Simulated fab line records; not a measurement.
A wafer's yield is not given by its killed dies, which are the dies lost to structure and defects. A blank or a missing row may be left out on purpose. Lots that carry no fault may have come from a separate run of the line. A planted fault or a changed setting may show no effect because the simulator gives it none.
A single fault, viewed from 2 desks + flow sky130 + every desk sees just its own numbers, and what lay behind them comes last

== AT THE TOOL OWNER'S DESK: rie-diel-02 ==
The tool's own readings at SKY_VIA1_ETCH_14 (etches BARC in N2/H2, stops on SiO2, time 45.9 s, target depth 60 nm): means of the sampled wafers that have a number, for each lot that ran on this tool. Marked OUT: a lot whose mean sits more than 4 standard deviations from the usual mean, which makes it out of limits; the brackets give that distance.
Columns: A = bias-w at SKY_VIA1_ETCH_14, usual 100.05 W; B = chamber-pressure-mTorr at SKY_VIA1_ETCH_14, usual 30.004 mTorr; C = drypump-motor-current-A at SKY_VIA1_ETCH_14, usual 5.9 A; D = oes-product-au at SKY_VIA1_ETCH_14, usual 0.855 a.u.; E = throttle-valve-pct at SKY_VIA1_ETCH_14, usual 13.224 %
| lot  | first seen here | A                 | B      | C   | D     | E      |
|------|-----------------|-------------------|--------|-----|-------|--------|
| L967 | day 38 21:38    | 100.31            | 29.971 | 5.9 | 0.856 | 13.222 |
| L972 | day 40 04:59    | 101.26 (+4.5) OUT | 29.997 | 5.8 | 0.859 | 13.229 |
| L975 | day 40 11:42    | 102.41 (+8.7) OUT | 30.007 | 6.1 | 0.855 | 13.228 |
This desk finds L972, L975 out of limits, L972 being first, at day 40 04:59 (bias-w at SKY_VIA1_ETCH_14). L967 stayed within limits.

== AT THE METROLOGY DESK ==
What the gauges read for every lot (on any tool): the sampled wafers with a number, averaged. Marked OUT: a lot whose mean sits more than 4 standard deviations from the usual mean, which makes it out of limits; the brackets give that distance.
Columns: A = VIA1_BOW at SKY_VIA1_BOW_MEAS_03, usual 79 um; B = cd-nm at SKY_VIA1_CD_MEAS_12, usual 149.9 nm; C = VIA1_OVL at SKY_VIA1_OVL_MEAS_13, usual 0 nm
| lot  | first seen here | A  | B     | C  |
|------|-----------------|----|-------|----|
| L964 | day 37 03:39    | 82 | 150.9 | 3  |
| L967 | day 37 19:42    | 81 | 149.7 | -5 |
| L972 | day 39 03:58    | 78 | 147.8 | -3 |
| L975 | day 39 10:24    | 80 | 150.8 | -3 |
| L974 | day 39 13:39    | 86 | 149.7 | 4  |
| L978 | day 40 03:22    | 82 | 151.2 | 4  |
Finding of this desk: none of the 6 lots has anything out of limits.

== TAKEN TOGETHER ==
At day 40 04:59, on L972, L975, the tool owner's desk was in a position to raise an alarm.
At the metrology desk, nothing out of limits was observed.
The metrology desk has L972, L975 on record, within its limits.
Every lot named ran SKY_VIA1_ETCH_14 on rie-diel-02.

== WHAT THE SIMULATOR HAD PUT IN ==
rie-diel-02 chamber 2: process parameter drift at SKY_VIA1_ETCH_14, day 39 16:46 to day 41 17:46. A move of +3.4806 in setting bias-w, from 100. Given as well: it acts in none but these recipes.
Struck lots among those shown: L972, L975.
Time in hours from fault onset to the first out-of-limits reading at each desk: the tool owner's desk, 12.
